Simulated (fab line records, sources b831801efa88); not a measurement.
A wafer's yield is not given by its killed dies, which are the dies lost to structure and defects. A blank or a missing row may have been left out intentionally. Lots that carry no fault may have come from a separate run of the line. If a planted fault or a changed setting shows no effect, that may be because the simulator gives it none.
fab line records -- flow gf180mcu
record lots=5, wafers=15, lastDay=34
route steps=602 shown V3@438
lots with no fault: from the same line, run without faults
startH: hours from the record's opening day to when the first of the lot's shown wafers began -- waitH: hours since the lot's step before -- " identical to the entry in the row above -- L1.1+2: a single row standing in for several wafers -- - either no value or no given start -- * or withheld: withheld -- < > ~ a bound
route shown NAME@n: names a module that has steps shown in the file, with the first one's number in the route -- usual: average and standard deviation across the fault-free wafers -- same: alike in all rows -- chamber/n: place in a boat -- sites: each site's reading -- _std_site: standard deviation of those values -- _edge_site: mean of outer sites minus mean of inner sites -- radiusMm: for every site, how far away it sits from the centre of the wafer -- mask NAME#n: copy n -- behind: tool/chamber where the wafer was last shaped -- hold: cause of the lot's hold/its duration in hours/its outcome -- device: names the non-switching transistor (n, p or np) -- end of line: the tests these same wafers got at the end of their route -- where a step has no rows: the recipe by itself -- killed: not the wafer's yield, but the dies lost to structure and defects at the first sort -- map: a wafer's dies, x killed, . not, _ none there
set.NAME: the setting as run; set.NAME@STEP: as run at that earlier step -- model.NAME: the simulator's own value behind a step, which no gauge read
certain route steps with their lots: each step a table, each wafer a row
services: when a tool's chamber went out of use (startH, in hours from the record's first day, below 0 if earlier), for how many hours, and the reason
## steps
# step GF_V3_COAT_09
# recipe resist=KrF, spinRpm=withheld, resistThkNm=1000
# step GF_V3_SOFTBAKE_10
# recipe tempC=130, timeS=60, resist=KrF
# step GF_V3_EXPOSE_11
# recipe maskId=Via3, targetCdNm=260, na=0.68, sourceShape=conventional, sigmaOuter=0.6, doseMj=38
# step GF_V3_PEB_12
# recipe pebTempC=135, pebTimeS=90, resist=KrF
# step GF_V3_DEVELOP_13
# recipe developTimeS=60, resist=KrF, devTempC=21
# step GF_V3_CD_MEAS_14
# recipe targetCdNm=260
# usual cdNm=259.9/1
lot.wafer,tool,chamber,startH,waitH,cdNm
L745.2,cdSem-01,-,560.15,0.1,259.6
L745.4,cdSem-01,-,560.15,0.1,258.9
L745.5,cdSem-01,-,560.15,0.1,257.6
L746.1,cdSem-01,-,562.03,0.1,260.0
L746.2,cdSem-01,-,562.03,0.1,258.4
L746.5,cdSem-01,-,562.03,0.1,260.1
L756.1,cdSem-02,-,639.13,0.1,260.8
L756.2,cdSem-02,-,639.13,0.1,259.3
L756.5,cdSem-02,-,639.13,0.1,260.0
L758.3,cdSem-01,-,655.47,0.1,260.9
L758.5,cdSem-01,-,655.47,0.1,261.3
L758.6,cdSem-01,-,655.47,0.1,261.5
L763.3,cdSem-01,-,693.67,0.1,260.4
L763.5,cdSem-01,-,693.67,0.1,260.3
L763.6,cdSem-01,-,693.67,0.1,259.6
# step GF_V3_OVL_MEAS_15
# usual V3_OVL=-3/6.3
lot.wafer,tool,chamber,startH,waitH,V3_OVL[nm]
L745.2,overlay-02,-,560.26,0.1,4
L745.4,overlay-02,-,560.26,0.1,-5
L745.5,overlay-02,-,560.26,0.1,-3
L746.1,overlay-02,-,562.15,0.1,-10
L746.2,overlay-02,-,562.15,0.1,-14
L746.5,overlay-02,-,562.15,0.1,-13
L756.1,overlay-01,-,639.25,0.1,-6
L756.2,overlay-01,-,639.25,0.1,-7
L756.5,overlay-01,-,639.25,0.1,-2
L758.3,overlay-02,-,655.56,0.1,-2
L758.5,overlay-02,-,655.56,0.1,-1
L758.6,overlay-02,-,655.56,0.1,-2
L763.3,overlay-02,-,693.76,0.1,4
L763.5,overlay-02,-,693.76,0.1,4
L763.6,overlay-02,-,693.76,0.1,13
# step GF_V3_ETCH_16
# recipe chemistry=N2/H2, targetDepthA=withheld, overetchA=withheld, timeS=withheld, target=BARC, ionEnergyEv=200, sourceW=500, biasW=100, pressureMtorr=30, n2FlowSccm=100, h2FlowSccm=200
# usual drypumpMotorCurrentA=5.6/0.35, oesProductAu=0.855/0.0048, throttleValvePct=13.224/0.0088
lot.wafer,tool,chamber,startH,waitH,drypumpMotorCurrentA,oesProductAu,throttleValvePct
L745.2,rieDiel-03,2,560.29,0.0,6.1,0.847,13.223
L745.4,rieDiel-03,1,560.29,0.0,5.7,0.853,13.212
L745.5,rieDiel-03,0,560.29,0.0,5.5,0.860,13.222
L746.1,rieDiel-01,3,562.19,0.0,6.1,0.848,13.231
L746.2,rieDiel-01,1,562.19,0.0,5.7,0.863,13.238
L746.5,rieDiel-01,3,562.19,0.0,6.1,0.856,13.229
L756.1,rieDiel-04,0,639.28,0.0,5.3,0.857,13.239
L756.2,rieDiel-04,2,639.28,0.0,5.2,0.848,13.213
L756.5,rieDiel-04,0,639.28,0.0,5.3,0.855,13.227
L758.3,rieDiel-03,1,655.58,0.0,5.7,0.855,13.223
L758.5,rieDiel-03,2,655.58,0.0,6.1,0.855,13.230
L758.6,rieDiel-03,1,655.58,0.0,5.7,0.858,13.223
L763.3,rieDiel-04,0,693.78,0.0,5.4,0.859,13.228
L763.5,rieDiel-04,3,693.78,0.0,5.4,0.854,13.238
L763.6,rieDiel-04,2,693.78,0.0,5.2,0.863,13.224
# step GF_V3_ETCH_17
# recipe chemistry=C4F8/O2/Ar, maskMaterial=KrF, target=SiO2, stopOn=TiN, sourceW=1500, biasW=1200, pressureMtorr=40, c4f8FlowSccm=withheld, O2_flow_sccm=6, Ar_flow_sccm=300, timeS=withheld, targetDepthA=6350
# usual oesProductAu=0.856/0.0048
lot.wafer,tool,chamber,startH,waitH,oesProductAu
L745.2,rieDiel-03,2,-,-,0.851
L745.4,rieDiel-03,1,-,-,0.858
L745.5,rieDiel-03,0,-,-,0.854
L746.1,rieDiel-01,3,-,-,0.851
L746.2,rieDiel-01,1,-,-,0.851
L746.5,rieDiel-01,3,-,-,0.864
L756.1,rieDiel-04,0,-,-,0.854
L756.2,rieDiel-04,2,-,-,0.856
L756.5,rieDiel-04,0,-,-,0.863
L758.3,rieDiel-03,1,-,-,0.858
L758.5,rieDiel-03,2,-,-,0.856
L758.6,rieDiel-03,1,-,-,0.865
L763.3,rieDiel-04,0,-,-,0.859
L763.5,rieDiel-04,3,-,-,0.847
L763.6,rieDiel-04,2,-,-,0.855
# step GF_V3_STRIP_18
# recipe chemistry=O2/N2, powerW=1400, pressureMtorr=1500, platenTempC=250, o2FlowSccm=3000, n2FlowSccm=300, overashFraction=0.5
# usual drypumpMotorCurrentA=5.5/0.33, heaterPowerW=331/26, o2FlowSccm=2998/9, oesProductAu=0.592/0.0052
lot.wafer,tool,chamber,startH,waitH,drypumpMotorCurrentA,heaterPowerW,o2FlowSccm,oesProductAu,rfHoursCounterH
L745.2,plasmaAsher-02,0,560.41,-,5.2,337,3005,0.594,74
L745.4,plasmaAsher-02,0,560.41,-,5.2,331,2993,0.592,-
L745.5,plasmaAsher-02,1,560.41,-,5.2,304,2999,0.597,-
L746.1,plasmaAsher-02,1,562.31,-,5.1,306,3006,0.596,74
L746.2,plasmaAsher-02,0,562.31,-,5.2,339,2997,0.585,74
L746.5,plasmaAsher-02,1,562.31,-,5.1,308,3005,0.593,-
L756.1,plasmaAsher-01,0,639.41,-,5.8,305,3001,0.592,52
L756.2,plasmaAsher-01,1,639.41,-,6.0,335,3000,0.588,52
L756.5,plasmaAsher-01,0,639.41,-,5.8,310,2995,0.580,-
L758.3,plasmaAsher-04,0,655.75,-,5.3,321,2981,0.592,-
L758.5,plasmaAsher-04,1,655.75,-,5.3,373,3007,0.592,-
L758.6,plasmaAsher-04,0,655.75,-,5.3,321,2986,0.594,-
L763.3,plasmaAsher-04,1,693.95,-,5.3,387,2988,0.593,-
L763.5,plasmaAsher-04,0,693.95,-,5.4,323,3005,0.591,-
L763.6,plasmaAsher-04,1,693.95,-,5.4,387,2995,0.600,-
# step GF_V3_STRIP_19
# recipe chemistry=postEtchResidueRemover, timeS=1200, tempC=72.5
# step GF_V3_CLEAN_20
# recipe chemistry=DIW, dry=n2Spin
# step GF_V3_SPUTTER_21
# recipe material=Ti, targetThkNm=15, chamberPressurePa=5, powerW=2500, substrateTempC=200, timeS=80.02
# usual cathodeDcPowerW=2500.0/0.48, chamberPressurePa=5.001/0.01, throttleValvePct=29.7/1.2
lot.wafer,tool,chamber,startH,waitH,cathodeDcPowerW,chamberPressurePa,throttleValvePct
L745.2,pvdSputter-04,-,560.99,0.0,2500.1,5.007,28.6
L745.4,pvdSputter-04,-,560.99,0.0,2499.9,5.020,31.4
L745.5,pvdSputter-04,-,560.99,0.0,2500.4,5.032,28.9
L746.1,pvdSputter-04,-,562.89,0.0,-,-,-
L746.2,pvdSputter-04,-,562.89,0.0,-,-,-
L746.5,pvdSputter-04,-,562.89,0.0,-,-,-
L756.1,pvdSputter-03,-,639.98,0.0,2500.3,5.007,29.4
L756.2,pvdSputter-03,-,639.98,0.0,2500.0,4.998,27.4
L756.5,pvdSputter-03,-,639.98,0.0,2500.0,4.994,30.4
L758.3,pvdSputter-03,-,656.25,0.0,2499.6,4.982,30.4
L758.5,pvdSputter-03,-,656.25,0.0,2499.6,4.993,29.2
L758.6,pvdSputter-03,-,656.25,0.0,2500.2,4.995,31.1
L763.3,pvdSputter-04,-,694.45,0.0,2499.9,4.999,31.6
L763.5,pvdSputter-04,-,694.45,0.0,2499.7,5.014,28.5
L763.6,pvdSputter-04,-,694.45,0.0,2499.6,4.976,31.4
# step GF_V3_SPUTTER_22
# recipe material=TiN, targetThkNm=10, chamberPressurePa=5, powerW=4000, timeS=40
# usual cathodeDcPowerW=3999.9/0.7, chamberPressurePa=5.001/0.0091, throttleValvePct=29.7/1.3
lot.wafer,tool,chamber,startH,waitH,cathodeDcPowerW,chamberPressurePa,throttleValvePct
L745.2,pvdSputter-04,-,561.05,0.0,4001.0,5.005,28.3
L745.4,pvdSputter-04,-,561.05,0.0,4001.0,5.006,31.4
L745.5,pvdSputter-04,-,561.05,0.0,3999.8,4.999,28.7
L746.1,pvdSputter-04,-,562.95,0.0,4001.3,4.991,28.4
L746.2,pvdSputter-04,-,562.95,0.0,3999.1,5.006,30.1
L746.5,pvdSputter-04,-,562.95,0.0,3997.7,4.998,28.8
L756.1,pvdSputter-03,-,640.04,0.0,3999.2,5.006,29.3
L756.2,pvdSputter-03,-,640.04,0.0,4000.2,5.015,27.6
L756.5,pvdSputter-03,-,640.04,0.0,4000.1,4.998,30.3
L758.3,pvdSputter-03,-,656.31,0.0,4000.1,5.012,30.5
L758.5,pvdSputter-03,-,656.31,0.0,4000.3,5.001,29.2
L758.6,pvdSputter-03,-,656.31,0.0,3999.4,5.008,30.9
L763.3,pvdSputter-04,-,694.51,0.0,3999.5,4.982,31.4
L763.5,pvdSputter-04,-,694.51,0.0,3999.8,5.006,28.6
L763.6,pvdSputter-04,-,694.51,0.0,3999.4,4.997,31.3
## services
tool,chamber,startH,hours,kind
rieDiel-04,0,537.49,5.7,repair
rieDiel-04,-,541.70,14.6,pm
rieDiel-01,-,572.19,2.8,pm
pvdSputter-04,-,582.65,2.1,repair
rieDiel-03,1,588.88,-,clean
rieDiel-03,1,588.88,21.2,scheduledDown
rieDiel-03,1,588.88,21.2,ventCycle
rieDiel-03,3,591.81,10.2,repair
rieDiel-03,-,592.09,0.2,repair
plasmaAsher-01,-,603.34,15.6,pm
rieDiel-01,3,609.19,-,clean
rieDiel-01,3,609.19,12.7,scheduledDown
rieDiel-01,3,609.19,12.7,ventCycle
rieDiel-01,-,648.62,15.6,pm
rieDiel-03,0,670.53,-,clean
rieDiel-03,0,670.53,17.6,scheduledDown
rieDiel-03,0,670.53,17.6,ventCycle
rieDiel-04,2,674.09,4.3,repair
rieDiel-01,1,678.01,16.5,repair
rieDiel-04,3,683.81,7.0,repair
## key
firstSign step=GF_V3_SPUTTER_21, reading=toolRecord, direction=missing
effect none on later readings
metAt GF_V3_SPUTTER_21
struckWafers L746.1,L746.2,L746.5
laterRowsLeftOut L746.1,L746.2,L746.5
sortLeftOut L746.1,L746.2,L746.5
onsetBetween 560.99 562.89
fault kind=skippedStepWhole, tool=pvdSputter-03,pvdSputter-04, chamber=-, onsetH=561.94, steps=GF_V3_SPUTTER_21, scope=struckLotsOnly
# sortLeftOut: the simulated sort isn't trusted on such a fault, so these wafers' sort isn't shown, and their yield isn't known
# laterRowsLeftOut: the simulator's readings of these wafers behind a module that went badly wrong aren't trusted and aren't shown, but for the sort
